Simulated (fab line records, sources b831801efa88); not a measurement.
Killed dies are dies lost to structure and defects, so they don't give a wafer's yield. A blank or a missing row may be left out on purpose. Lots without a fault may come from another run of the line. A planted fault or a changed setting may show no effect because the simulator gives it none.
Which tool did it? | flow gf180mcu | 14 lots, 42 wafers sampled, at 3 steps of a route of 602

WHAT THE GAUGES READ, wafer by wafer
The record holds no reading of a measuring or inspecting step that can be judged against a usual standard deviation.

WHICH TOOL RAN EACH LOT (tool, then ch and the chambers of the sampled wafers, then the start)
lot  | GF_V2_CVD_02                    | GF_M3_SPUTTER_02             | GF_M3_SPUTTER_03
L603 | pecvd-03 ch 0,2, day 19 08:17   | pvd_sputter-03, day 20 10:23 | pvd_sputter-03, day 20 10:25
L605 | pecvd-01 ch 1,2, day 20 02:20   | pvd_sputter-03, day 21 04:46 | pvd_sputter-03, day 21 04:47
L606 | pecvd-01 ch 0,1,2, day 20 15:35 | pvd_sputter-03, day 21 18:19 | pvd_sputter-03, day 21 18:20
L607 | pecvd-01 ch 1,2, day 21 05:40   | pvd_sputter-04, day 22 06:59 | pvd_sputter-04, day 22 07:01
L608 | pecvd-03 ch 0,2, day 21 06:42   | pvd_sputter-01, day 22 08:58 | pvd_sputter-01, day 22 08:59
L609 | pecvd-04 ch 0,2, day 22 03:37   | pvd_sputter-03, day 23 05:01 | pvd_sputter-03, day 23 05:03
L613 | pecvd-03 ch 0,1,2, day 23 00:13 | pvd_sputter-03, day 24 00:22 | pvd_sputter-03, day 24 00:23
L612 | pecvd-01 ch 0,2, day 23 03:57   | pvd_sputter-03, day 24 04:49 | pvd_sputter-03, day 24 04:51
L614 | pecvd-04 ch 0,1,2, day 23 19:34 | pvd_sputter-03, day 24 20:20 | pvd_sputter-03, day 24 20:22
L615 | pecvd-01 ch 0,1,2, day 23 22:46 | pvd_sputter-01, day 24 23:08 | pvd_sputter-01, day 24 23:10
L616 | pecvd-01 ch 0,1,2, day 24 08:07 | pvd_sputter-01, day 25 08:31 | pvd_sputter-01, day 25 08:33
L617 | pecvd-04 ch 0,1,2, day 24 11:37 | pvd_sputter-01, day 25 12:52 | pvd_sputter-01, day 25 12:54
L625 | pecvd-04 ch 1,2, day 27 09:51   | pvd_sputter-03, day 28 08:28 | pvd_sputter-03, day 28 08:30
L626 | pecvd-03 ch 1,2, day 27 11:22   | pvd_sputter-04, day 28 09:10 | pvd_sputter-04, day 28 09:11
- GF_V2_CVD_02: deposits SiO2 from TEOS, target thk 850 nm, time 94.851 s.
- GF_M3_SPUTTER_02: material AlCu, target thk 450 nm, time 23.9 s.
- GF_M3_SPUTTER_03: material Ti, target thk 10 nm, time 6.7 s.

WHAT THE TOOLS THEMSELVES READ (means of the sampled wafers that have a number; where no wafer has one, the mark that the record gives instead)
GF_V2_CVD_02. Usual: heater_power_w 659 W, standard deviation 99; susceptor_temp_C 400.02 C, standard deviation 0.22.
lot  | tool     | heater_power_w (W) | susceptor_temp_C (C) | flag
L603 | pecvd-03 | 675                | 400.05               |
L605 | pecvd-01 | 705                | 399.92               |
L606 | pecvd-01 | 640                | 400.06               |
L607 | pecvd-01 | 638                | 400.10               |
L608 | pecvd-03 | 723                | 400.30               |
L609 | pecvd-04 | 678                | 400.00               |
L613 | pecvd-03 | 710                | 400.15               |
L612 | pecvd-01 | 633                | 399.99               |
L614 | pecvd-04 | 679                | 400.01               |
L615 | pecvd-01 | 615                | 399.83               |
L616 | pecvd-01 | 643                | 399.94               |
L617 | pecvd-04 | 619                | 399.73               |
L625 | pecvd-04 | 741                | 400.04               |
L626 | pecvd-03 | 658                | 400.09               |

GF_M3_SPUTTER_02. Usual: cathode_dc_power_W 10600 W, standard deviation 1.8; chamber_pressure_pa 0.3999 Pa, standard deviation 0.00076; throttle_valve_pct 30.2 %, standard deviation 1.1.
lot  | tool           | cathode_dc_power_W (W) | chamber_pressure_pa (Pa) | throttle_valve_pct (%) | flag
L603 | pvd_sputter-03 | 10599                  | 0.4001                   | 30.1                   |
L605 | pvd_sputter-03 | 10600                  | 0.4003                   | 30.4                   |
L606 | pvd_sputter-03 | 10602                  | 0.3992                   | 30.3                   |
L607 | pvd_sputter-04 | 10600                  | 0.4005                   | 29.9                   |
L608 | pvd_sputter-01 | 10599                  | 0.4000                   | 30.2                   |
L609 | pvd_sputter-03 | 10599                  | 0.3996                   | 30.2                   |
L613 | pvd_sputter-03 | 10600                  | 0.3992                   | 30.2                   |
L612 | pvd_sputter-03 | 10599                  | 0.3998                   | 30.1                   |
L614 | pvd_sputter-03 | 10602                  | 0.3998                   | 30.3                   |
L615 | pvd_sputter-01 | 10600                  | 0.4005                   | 30.5                   |
L616 | pvd_sputter-01 | 10600                  | 0.3996                   | 30.4                   |
L617 | pvd_sputter-01 | 10600                  | 0.4000                   | 30.4                   |
L625 | pvd_sputter-03 | 10601                  | 0.3998                   | 29.8                   |
L626 | pvd_sputter-04 | 10600                  | 0.3990                   | 29.7                   |

GF_M3_SPUTTER_03. Usual: cathode_dc_power_W 2999.9 W, standard deviation 0.57; chamber_pressure_pa 0.3001 Pa, standard deviation 0.00051; throttle_valve_pct 30.2 %, standard deviation 1.1.
lot  | tool           | cathode_dc_power_W (W) | chamber_pressure_pa (Pa) | throttle_valve_pct (%) | flag
L603 | pvd_sputter-03 | 3000.0                 | 0.3003                   | 29.9                   |
L605 | pvd_sputter-03 | 3000.2                 | 0.3002                   | 30.4                   |
L606 | pvd_sputter-03 | 3000.4                 | 0.2998                   | 30.3                   |
L607 | pvd_sputter-04 | 2999.8                 | 0.3003                   | 29.8                   |
L608 | pvd_sputter-01 | 3000.3                 | 0.2999                   | 30.3                   |
L609 | pvd_sputter-03 | 2999.5                 | 0.2997                   | 30.1                   |
L613 | pvd_sputter-03 | 2999.9                 | 0.2999                   | 30.2                   |
L612 | pvd_sputter-03 | 2999.7                 | 0.2999                   | 30.0                   |
L614 | pvd_sputter-03 | -                      | -                        | -                      | OFF
L615 | pvd_sputter-01 | -                      | -                        | -                      | OFF
L616 | pvd_sputter-01 | 3000.0                 | 0.3001                   | 30.4                   |
L617 | pvd_sputter-01 | 3000.3                 | 0.3002                   | 30.4                   |
L625 | pvd_sputter-03 | 2999.6                 | 0.2995                   | 29.8                   |
L626 | pvd_sputter-04 | 3000.4                 | 0.2999                   | 29.8                   |

THE ANSWER, worked out from the rows above alone
Rule: a lot is off if the mean of its wafers that have a number lies more than 3 standard deviations from the usual mean. A lot without any number at a reading at which 4 lots or more have one is off too. The other lots that the step has rows for count as sound. The gauges are gone through in route order, then the tools' own readings, and for those a lot's mean is taken as printed above. The first step at which some lot is off is used, and at that step the reading that is off furthest; a lot without a number counts as furthest.
Off: L614, L615, at GF_M3_SPUTTER_03 (cathode_dc_power_W). Without a number there: L614, L615.
A tool fits if, at that step or a process step before it, it ran every lot that is off, and no sound lot after the first of them. None of those tried fits.

WHAT THE SIMULATOR HAD PUT IN
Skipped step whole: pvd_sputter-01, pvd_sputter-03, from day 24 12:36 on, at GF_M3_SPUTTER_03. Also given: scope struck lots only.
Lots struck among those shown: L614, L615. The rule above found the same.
